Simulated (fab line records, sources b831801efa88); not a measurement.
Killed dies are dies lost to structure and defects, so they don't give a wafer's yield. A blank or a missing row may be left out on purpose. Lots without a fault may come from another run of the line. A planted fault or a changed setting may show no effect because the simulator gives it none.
Problem report in the 8D (eight disciplines) form, filled by code | flow sky130 | the parts of the form that need people (team, actions taken, sign-off) are left out

1. THE PROBLEM
LDD_HVN_TW at SKY_LDD_HVN_TW_MEAS_10 reads a mean of 1282 on 6 wafers of 2 lots; wafers without a fault read 1439 with a standard deviation of 14. That is -11 standard deviations from the usual mean.
First seen on wafer L958.2, day 21 23:14, on film_metro-02. The record holds 39 wafers of 13 lots with a number at this step. Rule for "out", or "out of limits": more than 4 standard deviations from the usual mean. The other wafers with a number count as sound.

2. WHAT IT IS AND WHAT IT IS NOT
question                    | is                     | is not
which readings at this step | LDD_HVN_TW             | -
which lots                  | L958, L959             | L953, L954, L956, L957, L960, L966, L967, L968, L971, L975, L976
which wafers of those lots  | all that have a number | -
read on which gauges        | film_metro-02          | film_metro-01, film_metro-04
when                        | from day 21 23:14      | up to then (12 sound wafers); but 21 sound wafers of L960, L966, L967, L968, L971, L975, L976 came after

3. SUSPECTS, AND WHAT RULES EACH OUT
Counting: a tool at a process step up to the reading stays a suspect if it ran every lot that is out and no sound lot after the first of them.
- the gauge at SKY_LDD_HVN_TW_MEAS_10: ruled out. All the wafers that are out were read on film_metro-02, but those of them that SKY_LDD_HVN_IMPLANT_08 has rows for are out there too, on other tools.
- implanter-01 at SKY_LDD_HVN_IMPLANT_08: ruled out as a lasting fault. Sound lots L967, L971, L976 ran on it after its first lot that is out, L958 (day 21 23:01).
Left after counting: nothing in the record.

4. THE CAUSE (what the simulator had put in)
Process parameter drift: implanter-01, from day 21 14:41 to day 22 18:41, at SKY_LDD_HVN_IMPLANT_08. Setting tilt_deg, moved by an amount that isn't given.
Counting ruled it out, wrongly: the rule takes a fault to strike every lot that its tool runs from its start on, and this one did not.

5. THE CHAIN OF EFFECTS, in route order
Each row: a reading whose mean over the struck wafers that have a number lies more than 3 standard deviations from the usual. Only readings for which the record gives a usual standard deviation are gone through. hours: the time from each lot's start at the first step in this table that gives one to its start at this step, as a median over the lots. sigmas: the change in usual standard deviations.
hours | step                   | reading    | usual          | on struck wafers | change  | sigmas
0     | SKY_LDD_HVN_IMPLANT_08 | tilt_deg   | 40.005 degrees | 0.002            | -40.003 | -99 or more
0     | SKY_LDD_HVN_TW_MEAS_10 | LDD_HVN_TW | 1439           | 1282             | -157    | -11
The process steps in it:
- SKY_LDD_HVN_IMPLANT_08
Later measuring or inspecting steps at which every struck wafer that the step has a row for has a number for every such reading, and none has moved that far: SKY_METAL2_CD_MEAS_15.

6. WHAT WOULD HAVE CAUGHT IT SOONER
In this record the first reading out of limits at a measuring or inspecting step was taken at day 21 23:14, 9 hours after the fault began at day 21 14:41.
The tool's own readings at SKY_LDD_HVN_IMPLANT_08 were out on every struck wafer that the step has a row for (tilt_deg): an alarm limit on them would have fired on the first of those.
